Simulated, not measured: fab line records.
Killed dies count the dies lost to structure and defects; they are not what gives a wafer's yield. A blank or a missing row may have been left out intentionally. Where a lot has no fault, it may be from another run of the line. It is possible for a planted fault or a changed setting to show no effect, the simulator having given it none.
The tool behind it: which one? | flow sky130 | 7 lots, 21 wafers sampled, at 3 steps of a route of 708

## WHAT THE GAUGES SHOWED, per wafer
SKY_SONOS_ONO_THK_MEAS_03.
lot  | measured     | on            | SONOS_ONO_CVD_02_THK (nm)
L823 | day 11 21:13 | film-metro-04 | 10.69 10.80 10.79
L825 | day 12 15:17 | film-metro-03 | 10.75 10.74 10.88
L827 | day 13 11:50 | film-metro-02 | 10.49 10.61 10.51
L829 | day 14 03:36 | film-metro-03 | 10.48 10.36 10.44
L835 | day 15 18:49 | film-metro-03 | 10.36 10.43 10.37
L837 | day 16 17:20 | film-metro-04 | 10.47 10.52 10.43
L845 | day 19 07:06 | film-metro-04 | 10.66 10.61 10.62

## TOOL THAT RAN EACH LOT (tool first, then ch and the chambers of the sampled wafers, then the start)
lot  | SKY_VT_ADJUST_PCH_COAT_02         | SKY_VT_ADJUST_PCH_STRIP_09
L823 | litho-track-01 ch 0, day 10 05:43 | plasma-asher-02 ch 0,1, day 10 17:05
L825 | litho-track-02 ch 0, day 10 20:30 | plasma-asher-02 ch 0,1, day 11 09:23
L827 | litho-track-01 ch 0, day 11 16:13 | plasma-asher-02 ch 0,1, day 12 04:52
L829 | litho-track-04 ch 0, day 12 07:25 | plasma-asher-03 ch 0,1, day 12 20:31
L835 | litho-track-01 ch 0, day 13 22:50 | plasma-asher-02 ch 0,1, day 14 12:10
L837 | litho-track-04 ch 0, day 14 20:16 | plasma-asher-02 ch 0,1, day 15 09:25
L845 | litho-track-02 ch 0, day 17 06:37 | plasma-asher-02 ch 0,1, day 17 21:18
- SKY_VT_ADJUST_PCH_COAT_02: resist thk 3000 nm.
- SKY_VT_ADJUST_PCH_STRIP_09: strips in O2/N2.

## THE ANSWER, worked out from the rows above alone
Rule: the usual values come from the lots themselves. Put in order of their means at a reading, lots are off if they are a third of the lots or fewer, leave a main group of 4 or more, and stand apart from it by a gap of 3 or more times the standard deviation of the main group's means; of several such gaps the widest counts. The tables above print the reading to a certain number of digits; a main group whose means all agree to those digits is not used. Also off: a lot with no number at a reading for which 4 or more lots have one. Any other lot the step has rows for is counted as sound.
None of the lots is off at any reading shown; this tells nothing.

## WHAT HAD BEEN PUT IN BY THE SIMULATOR
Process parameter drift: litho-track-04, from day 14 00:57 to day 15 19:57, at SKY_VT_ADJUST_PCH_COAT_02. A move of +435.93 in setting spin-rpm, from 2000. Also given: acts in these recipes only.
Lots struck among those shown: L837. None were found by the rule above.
